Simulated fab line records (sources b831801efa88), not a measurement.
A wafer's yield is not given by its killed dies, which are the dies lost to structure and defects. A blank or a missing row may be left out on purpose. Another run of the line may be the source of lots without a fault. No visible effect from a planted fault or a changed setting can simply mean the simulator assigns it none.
A struck lot beside a sound one || flow sky130 || 15 steps out of a route of 708
Sound: the wafers L122.2, L122.3, L122.4. Struck: wafer L132.1 (L132.2, L132.4, from the same lot, were not struck and are left out); the cause is given at the end.
Per side, at each step with rows, come the tool, then ch with its chambers, and then its first start. Under that, the readings that differ: sound wafers || struck wafers || difference of the means || sigmas: that difference in standard deviations of wafers without a fault.
alike: same words and numbers on both sides, and readings whose means sit less than 2 such deviations apart. not compared: any withheld reading, any reading some wafer has no value for, any bound like >300 that may hide the same value, and any number with overlapping values for which the record gives no deviation.
Wherever a step has rows on one side only, a row that says differs or no value, or a row with sigmas, the two part there. Numbers that don't overlap but have no deviation are shown without sigmas and don't part them. A reading missing from all wafers of one side parts the sides only when that side holds two or more wafers.

SKY_METAL5_SPUTTER_03: material Ti, target thk 5 nm, time 3.3 s.
  sound: pvd sputter-01 at day 44 14:02; struck: pvd sputter-01 at day 47 04:09
  alike: throttle valve pct
SKY_METAL5_SPUTTER_04: material TiN, target thk 70 nm, time 58.3 s.
  sound: pvd sputter-01 at day 44 14:03; struck: pvd sputter-01 at day 47 04:10
  alike: throttle valve pct
SKY_METAL5_RS_MEAS_05: a four-point-probe measurement.
  sound: film metro-02 at day 44 14:07; struck: film metro-04 at day 47 04:13
  alike: METAL5_ALCU_RS
SKY_METAL5_THK_MEAS_06: measures by xrf.
  sound: film metro-02 at day 44 14:14; struck: film metro-04 at day 47 04:20
  alike: METAL5_ALCU_THK
then, 7 steps without rows for these wafers: SKY_METAL5_DEHYDRATE_07 (time 60 s); SKY_METAL5_HMDS_08 (prime time 60 s); SKY_METAL5_COAT_09 (resist thk 1800 nm); SKY_METAL5_SOFTBAKE_10 (time 60 s); SKY_METAL5_EXPOSE_11 (exposes mask MM5, target cd 1600 nm); SKY_METAL5_PEB_12; SKY_METAL5_DEVELOP_13 (develop time 60 s).
SKY_METAL5_DESCUM_14: chemistry O2, time 11 s.
  sound on rie metal-03 ch 0,1, day 45 12:31; struck on rie metal-03 ch 0, day 48 00:35
{"reading": "oes product au (a.u.)", "sound": "1.007 1.001 1.004", "struck": 0.984, "difference": -0.020, "sigmas": -3}
  alike: drypump motor current A, he backside leak sccm
  not compared: rf hours counter h
SKY_METAL5_METAL_ETCH_15: etches the open film in Cl2/BCl3, stops on SiO2, target depth 1260 nm, time 252 s.
  sound on rie metal-03 ch 0,1, day 45 12:32; struck on rie metal-03 ch 0, day 48 00:38
{"reading": "over etch frac", "sound": "0.2 0.2 0.2", "struck": 0.18547, "difference": -0.01453, "sigmas": ""}
  alike: drypump motor current A, he backside leak sccm, oes product au, throttle valve pct
  not compared: rf hours counter h
SKY_METAL5_STRIP_16: strips in O2/N2.
  sound on plasma asher-02 ch 0,1, day 45 12:47; struck on plasma asher-01 ch 1, day 48 00:52
{"reading": "drypump motor current A (A)", "sound": "6.0 6.0 6.1", "struck": 5.2, "difference": -0.8, "sigmas": -2}
  alike: oes product au, strip time to endpoint s
  not compared: rf hours counter h
SKY_PAD_OPEN_PROBE_99:
  sound: prober-01 at day 47 10:48; struck: prober-02 at day 49 18:29
{"reading": "killed_at_M0_to_M3", "sound": "37 43 45", "struck": 26, "difference": -16, "sigmas": -2}
  alike: defect limited yield, killed_at_M4_up, killed at contacts, killed at front end, killed at other, killed dies, killed open, killed short, sort_bin_3_pad_short, sort_bin_5_function, sort_bin_6_memory, sort n pass, sort yield pct

## WHERE THEY PART
First at SKY_METAL5_DESCUM_14; last, within this record, at SKY_PAD_OPEN_PROBE_99.

WHY: whatever the simulator had introduced
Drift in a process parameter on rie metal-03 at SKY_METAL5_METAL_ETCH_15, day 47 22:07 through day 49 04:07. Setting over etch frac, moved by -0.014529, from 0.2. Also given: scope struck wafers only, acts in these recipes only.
